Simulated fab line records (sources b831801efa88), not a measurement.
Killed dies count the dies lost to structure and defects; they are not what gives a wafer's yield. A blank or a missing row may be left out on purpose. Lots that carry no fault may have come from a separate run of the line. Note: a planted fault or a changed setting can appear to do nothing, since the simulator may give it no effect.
A lot that was struck, set against a sound lot || flow sky130 || 15 out of 708 route steps
Sound: wafers L143.3, L143.4, L143.6. The struck wafers were L136.1, L136.2, L136.5. The cause is given at the end.
At each step with rows: each side's tool, then ch and its chambers, then its first start. Under that, the readings that differ: sound wafers || struck wafers || difference of the means || sigmas: that difference in standard deviations of wafers without a fault.
alike: readings with means less than 2 such deviations apart, plus words and numbers identical on both sides. not compared: withheld readings, readings lacking a value on some wafer, bounds such as >300 that could conceal the same value, and numbers that have no deviation in the record and whose values overlap.
The two part at a step that has a row with sigmas, a row that says differs or no value, or rows on one side only. Numbers that have no deviation but don't overlap get no sigmas and don't part them. A reading missing from all wafers of one side parts the sides only when that side holds two or more wafers.

SKY_CONTACT_THK_MEAS_01:
  sound: filmMetro-04 at day 36 07:02; struck: filmMetro-02 at day 33 20:11
  alike: CONTACT_CVD_00_THK
then, 1 step without rows for these wafers: SKY_CONTACT_HDPCVD_02 (deposits SiO2, target thk 565 nm, time 94.2 s).
SKY_CONTACT_THK_MEAS_03:
  sound: filmMetro-03 at day 36 07:11; struck: filmMetro-04 at day 33 20:19
  alike: CONTACT_HDPCVD_THK
SKY_CONTACT_CMP_04: polishes SiO2.
  sound on cmp-01 ch 1,2,3, day 36 07:20; struck on cmp-02 ch 0,2, day 33 20:26
{"reading": "motorCurrentA (A)", "sound": "14.0 11.6 14.2", "struck": "10.9 12.2 10.3", "difference": -2.1, "sigmas": -2}
  alike: slurryFlowMlMin, timeToEndpointS
SKY_CONTACT_BOW_MEAS_05:
  sound: filmMetro-04 at day 36 07:34; struck: filmMetro-02 at day 33 20:41
  alike: CONTACT_BOW
then, 7 steps without rows for these wafers: SKY_CONTACT_DEHYDRATE_06 (time 60 s); SKY_CONTACT_HMDS_07 (prime time 60 s); SKY_CONTACT_COAT_08 (resist thk 60 nm); SKY_CONTACT_COAT_09 (resist thk 450 nm); SKY_CONTACT_SOFTBAKE_10 (time 90 s); SKY_CONTACT_EXPOSE_11 (exposes mask CTM1, target cd 170 nm); SKY_CONTACT_PEB_12.
SKY_CONTACT_DEVELOP_13: develop time 60 s.
  sound on lithoTrack-02 ch 0, day 37 09:00; struck on lithoTrack-02 ch 0, day 34 22:00
{"reading": "developerTempC (C)", "sound": "20.77 20.93 20.92", "struck": "21.49 21.56 21.59", "difference": "+0.67", "sigmas": "+6"}
SKY_CONTACT_CD_MEAS_14 targets a cd of 170 nm.
  sound: cdSem-02 at day 37 09:30; struck: cdSem-01 at day 34 22:31
  alike: cdNm
-- the record jumps here: 13 days lie between the struck wafers' starts before and after (it left off in module CONTACT and takes up again in module PAD_OPEN, whose first step shown is number 708 of the route) --
SKY_PAD_OPEN_PROBE_99:
  the record has rows for the struck wafers here (prober-02, day 48 08:02) and none for the sound ones

## WHERE THEY PART
First at SKY_CONTACT_CMP_04; last, within this record, at SKY_PAD_OPEN_PROBE_99.

WHY: whatever the simulator had introduced
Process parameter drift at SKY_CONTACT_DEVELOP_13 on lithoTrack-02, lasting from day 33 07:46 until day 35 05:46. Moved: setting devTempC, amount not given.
